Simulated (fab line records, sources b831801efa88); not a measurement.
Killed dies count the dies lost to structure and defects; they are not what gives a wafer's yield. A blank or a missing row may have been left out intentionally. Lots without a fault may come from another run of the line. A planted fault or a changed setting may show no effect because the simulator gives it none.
2 desks, one fault | flow gf180mcu | each desk has only its own numbers; what lay behind them comes last

## AT THE TOOL OWNER'S DESK: cvd_w-02
The tool's own readings at GF_V2_CVD_23 (deposits W, target thk 350 nm, time 104.94 s): means of the sampled wafers that have a number, for each lot that ran on this tool. The brackets show how far a lot's mean lies from the usual mean; more than 4 standard deviations puts the lot out of limits, marked OUT.
Columns: A = chamber_pressure_Torr at GF_V2_CVD_23, usual 40.02 Torr; B = heater_power_w at GF_V2_CVD_23, usual 843 W; C = susceptor_temp_C at GF_V2_CVD_23, usual 400.00 C
lot  | first seen here | A               | B   | C
L319 | day 20 18:01    | 40.00           | 824 | 399.98
L320 | day 21 03:47    | 40.02           | 853 | 400.14
L328 | day 24 18:04    | 41.94 (+22) OUT | 850 | 399.95
L329 | day 25 00:54    | 41.70 (+19) OUT | 842 | 400.08
L340 | day 27 23:34    | 40.11           | 851 | 400.13
L341 | day 28 02:37    | 40.02           | 853 | 400.15
This desk's finding: out of limits on L328, L329; first on L328, day 24 18:04 (chamber_pressure_Torr at GF_V2_CVD_23). Within limits: L319, L320, L340, L341.

## AT THE METROLOGY DESK
What the gauges read for every lot (on any tool): the sampled wafers with a number, averaged. The brackets show how far a lot's mean lies from the usual mean; more than 4 standard deviations puts the lot out of limits, marked OUT.
Columns: A = V2_W_RS at GF_V2_RS_MEAS_24, usual 0.325 ohm/sq; B = V2_W_THK at GF_V2_THK_MEAS_25, usual 346 nm
lot  | first seen here | A     | B
L319 | day 20 18:09    | 0.321 | 351
L320 | day 21 03:54    | 0.325 | 347
L322 | day 22 07:28    | 0.322 | 347
L326 | day 23 20:57    | 0.327 | 343
L328 | day 24 18:12    | 0.318 | 360
L329 | day 25 01:02    | 0.319 | 350
L331 | day 25 12:52    | 0.329 | 339
L336 | day 26 16:48    | 0.327 | 347
L338 | day 27 07:05    | 0.329 | 337
L339 | day 27 14:06    | 0.327 | 345
L340 | day 27 23:40    | 0.326 | 341
L341 | day 28 02:43    | 0.326 | 349
This desk found nothing out of limits on any of the 12 lots.

## PUT TOGETHER
At day 24 18:04, on L328, L329, the tool owner's desk was in a position to raise an alarm.
Metrology desk: nothing out of limits seen.
The metrology desk holds a record of L328, L329, inside its limits.
All the named lots went through GF_V2_CVD_23 on cvd_w-02.

## WHAT WAS PUT IN BY THE SIMULATOR
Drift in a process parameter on cvd_w-02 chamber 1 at GF_V2_CVD_23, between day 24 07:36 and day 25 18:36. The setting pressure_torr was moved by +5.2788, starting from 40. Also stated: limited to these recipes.
Lots struck among those shown: L328, L329.
Hours from the fault's start to each desk's first reading out of limits: the tool owner's desk, 10.
